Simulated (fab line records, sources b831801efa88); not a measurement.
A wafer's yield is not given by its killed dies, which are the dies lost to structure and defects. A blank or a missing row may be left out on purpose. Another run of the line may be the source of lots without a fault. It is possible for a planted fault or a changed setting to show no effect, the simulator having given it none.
What tool caused it? / flow sky130 / 13 lots, 39 wafers sampled, at 3 steps of a route of 708

WHAT EACH GAUGE READ, for each wafer
SKY_METAL3_CD_MEAS_13: the cd target is 300 nm. Usual: 300.3 nm for cdNm, sd 1.3.
lot=L837; measured=day 38 02:20; on=cdSem-01; cdNm (nm)=299.3 301.0 299.6; flag=
lot=L838; measured=day 38 05:14; on=cdSem-02; cdNm (nm)=300.1 299.2 300.2; flag=
lot=L840; measured=day 38 23:57; on=cdSem-01; cdNm (nm)=299.4 299.8 299.6; flag=
lot=L842; measured=day 40 02:28; on=cdSem-01; cdNm (nm)=300.7 301.7 302.1; flag=
lot=L843; measured=day 40 07:07; on=cdSem-01; cdNm (nm)=302.3 303.3 301.6; flag=
lot=L845; measured=day 40 19:46; on=cdSem-02; cdNm (nm)=300.3 300.8 301.2; flag=
lot=L846; measured=day 41 01:55; on=cdSem-01; cdNm (nm)=299.7 300.8 299.4; flag=
lot=L847; measured=day 41 15:14; on=cdSem-02; cdNm (nm)=299.0 297.5 298.9; flag=
lot=L849; measured=day 41 19:36; on=cdSem-02; cdNm (nm)=298.2 298.3 298.8; flag=
lot=L848; measured=day 41 22:53; on=cdSem-02; cdNm (nm)=301.9 301.2 302.7; flag=
lot=L852; measured=day 42 18:59; on=cdSem-01; cdNm (nm)=298.9 298.6 300.5; flag=
lot=L854; measured=day 43 07:11; on=cdSem-01; cdNm (nm)=300.5 300.3 300.5; flag=
lot=L860; measured=day 45 10:28; on=cdSem-02; cdNm (nm)=300.1 300.1 299.8; flag=

SKY_METAL5_THK_MEAS_06: measures by xrf. Usual: METAL5_ALCU_THK gives 1120 nm (standard deviation 13).
lot=L837; measured=day 42 11:46; on=filmMetro-03; METAL5_ALCU_THK (nm)=1109 1111 1121; flag=
lot=L838; measured=day 42 14:35; on=filmMetro-01; METAL5_ALCU_THK (nm)=1116 1135 1126; flag=
lot=L840; measured=day 43 08:35; on=filmMetro-04; METAL5_ALCU_THK (nm)=1122 1125 1107; flag=
lot=L842; measured=day 44 09:17; on=filmMetro-01; METAL5_ALCU_THK (nm)=1113 1111 1095; flag=
lot=L843; measured=day 44 11:59; on=filmMetro-04; METAL5_ALCU_THK (nm)=1117 1100 1131; flag=
lot=L845; measured=day 44 22:40; on=filmMetro-01; METAL5_ALCU_THK (nm)=1104 1108 1117; flag=
lot=L846; measured=day 45 04:52; on=filmMetro-03; METAL5_ALCU_THK (nm)=1146 1126 1147; flag=
lot=L847; measured=day 45 16:08; on=filmMetro-03; METAL5_ALCU_THK (nm)=1143 1140 1144; flag=
lot=L849; measured=day 45 21:02; on=filmMetro-04; METAL5_ALCU_THK (nm)=1095 1098 1107; flag=
lot=L848; measured=day 45 21:58; on=filmMetro-01; METAL5_ALCU_THK (nm)=1134 1109 1113; flag=
lot=L852; measured=day 46 16:38; on=filmMetro-04; METAL5_ALCU_THK (nm)=1108 1109 1121; flag=
lot=L854; measured=day 47 02:43; on=filmMetro-01; METAL5_ALCU_THK (nm)=1094 1118 1111; flag=
lot=L860; measured=day 48 23:50; on=filmMetro-04; METAL5_ALCU_THK (nm)=1127 1127 1125; flag=

WHAT TOOL EACH LOT RAN ON (gives the tool, then ch and the chambers of the sampled wafers, and finally the start)
lot=L837; SKY_METAL2_CLEAN_22=wetBench-03 ch 0, day 34 16:24
lot=L838; SKY_METAL2_CLEAN_22=wetBench-04 ch 2, day 34 19:23
lot=L840; SKY_METAL2_CLEAN_22=wetBench-04 ch 2, day 35 15:36
lot=L842; SKY_METAL2_CLEAN_22=wetBench-04 ch 1, day 36 17:50
lot=L843; SKY_METAL2_CLEAN_22=wetBench-04 ch 3, day 37 00:44
lot=L845; SKY_METAL2_CLEAN_22=wetBench-03 ch 0, day 37 14:58
lot=L846; SKY_METAL2_CLEAN_22=wetBench-04 ch 1, day 37 18:55
lot=L847; SKY_METAL2_CLEAN_22=wetBench-04 ch 0, day 38 08:25
lot=L849; SKY_METAL2_CLEAN_22=wetBench-01 ch 1, day 38 15:06
lot=L848; SKY_METAL2_CLEAN_22=wetBench-03 ch 1, day 38 17:43
lot=L852; SKY_METAL2_CLEAN_22=wetBench-01 ch 1, day 39 15:10
lot=L854; SKY_METAL2_CLEAN_22=wetBench-03 ch 3, day 40 05:19
lot=L860; SKY_METAL2_CLEAN_22=wetBench-04 ch 1, day 42 11:32
- SKY_METAL2_CLEAN_22: cleans in IPA, time 180 s.

WHAT THE TOOLS THEMSELVES READ (means of the sampled wafers that have a number; where no wafer has one, the mark that the record gives instead)
The record holds no such reading with a usual standard deviation.

THE ANSWER, worked out from the rows above alone
Rule: a lot counts as off when the mean over its wafers that have a number is more than 3 standard deviations away from the usual mean. Also off: a lot with no number at a reading for which 4 or more lots have one. The other lots that the step has rows for count as sound. Order of review: gauges by route order, followed by the tools' own readings, for which a lot's mean as printed above is used. At the first step where some lot is off, the reading lying furthest off is the one used; lots without a number count as furthest.
None of the lots is off at any reading shown; this tells nothing.

WHAT THE SIMULATOR HAD INSERTED
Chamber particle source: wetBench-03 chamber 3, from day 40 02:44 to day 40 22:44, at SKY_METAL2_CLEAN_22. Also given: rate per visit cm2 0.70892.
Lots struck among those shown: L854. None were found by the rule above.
